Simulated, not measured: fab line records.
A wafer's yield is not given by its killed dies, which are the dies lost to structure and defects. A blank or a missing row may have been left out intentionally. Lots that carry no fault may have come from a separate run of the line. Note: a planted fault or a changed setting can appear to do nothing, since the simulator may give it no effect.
Which of the tools did it? -- flow sky130 -- 36 wafers from 12 lots sampled at 5 of the route's 708 steps

== WHAT EACH GAUGE READ, for each wafer ==
SKY_LI_CONTACT_CD_MEAS_12: the cd target is 170 nm.
lot,measured,on,cd nm (nm)
L157,day 29 00:26,cd sem-01,168.6 168.2 169.8
L158,day 29 13:26,cd sem-02,168.9 168.1 168.1
L159,day 29 22:59,cd sem-02,170.8 170.0 170.3
L160,day 30 09:31,cd sem-02,169.9 170.3 169.4
L163,day 31 15:22,cd sem-02,169.8 170.3 170.5
L164,day 31 21:35,cd sem-01,171.5 172.2 173.1
L165,day 32 03:10,cd sem-02,169.3 168.8 170.3
L166,day 32 05:08,cd sem-01,170.7 171.3 171.2
L168,day 33 04:24,cd sem-01,169.3 169.6 170.1
L169,day 33 09:49,cd sem-02,167.3 167.0 168.4
L175,day 35 05:16,cd sem-02,168.8 168.9 169.5
L177,day 35 19:19,cd sem-01,169.5 168.9 169.4

SKY_LI_CONTACT_RS_MEAS_22: the measuring method here is four-point-probe.
lot,measured,on,LI_CONTACT_W_RS (ohm/sq)
L157,day 29 01:16,film metro-01,0.291 0.289 0.287
L158,day 29 14:17,film metro-01,0.290 0.289 0.287
L159,day 29 23:52,film metro-01,0.286 0.289 0.286
L160,day 30 10:21,film metro-03,0.288 0.289 0.284
L163,day 31 16:12,film metro-03,0.293 0.288 0.287
L164,day 31 22:25,film metro-01,0.288 0.290 0.287
L165,day 32 04:00,film metro-01,0.284 0.285 0.283
L166,day 32 05:59,film metro-01,0.291 0.290 0.289
L168,day 33 05:16,film metro-03,0.287 0.285 0.286
L169,day 33 10:40,film metro-04,0.273 0.283 0.276
L175,day 35 06:06,film metro-01,0.260 0.261 0.284
L177,day 35 20:20,film metro-01,0.291 0.290 0.258

SKY_LI_CONTACT_THK_MEAS_23: measures by xrf.
lot,measured,on,LI_CONTACT_W_THK (nm)
L157,day 29 01:23,film metro-01,373 375 377
L158,day 29 14:23,film metro-01,371 376 378
L159,day 29 23:57,film metro-01,378 374 376
L160,day 30 10:27,film metro-03,377 375 381
L163,day 31 16:19,film metro-03,371 375 377
L164,day 31 22:32,film metro-01,379 376 383
L165,day 32 04:07,film metro-01,381 386 385
L166,day 32 06:07,film metro-01,373 378 377
L168,day 33 05:22,film metro-03,380 383 384
L169,day 33 10:46,film metro-04,398 384 395
L175,day 35 06:13,film metro-01,419 419 386
L177,day 35 20:26,film metro-01,377 378 424

== WHAT TOOL EACH LOT RAN ON (gives the tool, then ch and the chambers of the sampled wafers, and finally the start) ==
lot,SKY_RES_XHIGH_STRIP_08,SKY_LI_CONTACT_CVD_21
L157,"plasma asher-04 ch 0,1, day 26 13:35","cvd w-01 ch 0,1, day 29 01:09"
L158,"plasma asher-02 ch 0,1, day 27 01:58","cvd w-01 ch 0,1, day 29 14:08"
L159,"plasma asher-02 ch 0,1, day 27 10:28","cvd w-02 ch 0,1, day 29 23:43"
L160,"plasma asher-04 ch 0,1, day 27 21:07","cvd w-01 ch 0,1, day 30 10:14"
L163,"plasma asher-02 ch 1, day 29 04:58","cvd w-02 ch 0,1, day 31 16:04"
L164,"plasma asher-01 ch 0,1, day 29 11:23","cvd w-01 ch 0,1, day 31 22:18"
L165,"plasma asher-01 ch 0,1, day 29 17:25","cvd w-01 ch 0,1, day 32 03:52"
L166,"plasma asher-01 ch 0,1, day 29 20:11","cvd w-01 ch 0,1, day 32 05:52"
L168,"plasma asher-04 ch 0,1, day 30 20:52","cvd w-01 ch 0,1, day 33 05:07"
L169,"plasma asher-04 ch 0,1, day 30 23:35","cvd w-02 ch 0,1, day 33 10:33"
L175,"plasma asher-04 ch 0,1, day 32 22:19","cvd w-01 ch 0,1, day 35 05:58"
L177,"plasma asher-01 ch 0,1, day 33 13:14","cvd w-01 ch 0,1, day 35 20:13"
- SKY_RES_XHIGH_STRIP_08: strips in O2/N2.
- SKY_LI_CONTACT_CVD_21: deposits W, target thk 400 nm, time 120.56 s.

== AS READ BY THE TOOLS THEMSELVES (means over the sampled wafers that have a number; for cases with no such wafer, the mark the record gives instead) ==
SKY_RES_XHIGH_STRIP_08.
lot,tool,drypump motor current A (A),oes product au (a.u.),strip time to endpoint s (s)
L157,plasma asher-04,5.8,0.714,14.30
L158,plasma asher-02,5.0,0.715,14.31
L159,plasma asher-02,4.9,0.711,14.25
L160,plasma asher-04,5.3,0.714,14.25
L163,plasma asher-02,5.0,0.709,14.27
L164,plasma asher-01,6.1,0.709,14.24
L165,plasma asher-01,6.2,0.706,14.28
L166,plasma asher-01,6.4,0.708,14.23
L168,plasma asher-04,5.3,0.712,14.28
L169,plasma asher-04,5.8,0.714,14.31
L175,plasma asher-04,5.8,0.710,14.27
L177,plasma asher-01,6.1,0.714,14.27

SKY_LI_CONTACT_CVD_21.
lot,tool,chamber pressure Torr (Torr),heater power w (W)
L157,cvd w-01,39.89,780
L158,cvd w-01,39.99,755
L159,cvd w-02,40.06,878
L160,cvd w-01,40.01,769
L163,cvd w-02,39.94,887
L164,cvd w-01,39.86,795
L165,cvd w-01,39.99,771
L166,cvd w-01,39.88,768
L168,cvd w-01,40.02,796
L169,cvd w-02,40.02,885
L175,cvd w-01,46.63,772
L177,cvd w-01,43.28,778

== THE ANSWER, worked out from the rows above alone ==
Rule: the lots themselves supply what counts as usual. The widest of any qualifying gaps counts: lots, ordered by their means at a reading, are off when they make up no more than a third of the lots, leave a main group of 4 or more, and stand apart from it by 3 or more times the standard deviation of that group's means. A main group whose means are all the same, to the digits that the tables above print for the reading, isn't used. Also off: a lot with no number at a reading for which 4 or more lots have one. Any other lot the step has rows for is counted as sound. Order of review: gauges by route order, followed by the tools' own readings, for which a lot's mean as printed above is used. At the first step where some lot is off, the reading lying furthest off is the one used; lots without a number count as furthest.
Off at SKY_LI_CONTACT_CVD_21 (chamber pressure Torr): L175, L177. Mean 39.97 Torr and standard deviation 0.065 in the main group.
If a tool, at that step or one of the process steps before it, ran each lot that is off and ran no sound lot following the first of them, it fits. One fits: cvd w-01 at SKY_LI_CONTACT_CVD_21. A fault onset in the window from L168 (day 33 05:07, its last sound lot) to L175 (day 35 05:58, its first lot off) fits.
On the lots that are off, the tool's own readings at SKY_LI_CONTACT_CVD_21 differ by more than 5 times the standard deviation of the sound lots' means, which bears it out; chamber pressure Torr reads 44.95 Torr there versus 39.97 Torr on the sound lots.

== WHAT WAS PUT IN BY THE SIMULATOR ==
cvd w-01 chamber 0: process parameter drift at SKY_LI_CONTACT_CVD_21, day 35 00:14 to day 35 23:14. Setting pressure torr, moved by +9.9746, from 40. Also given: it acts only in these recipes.
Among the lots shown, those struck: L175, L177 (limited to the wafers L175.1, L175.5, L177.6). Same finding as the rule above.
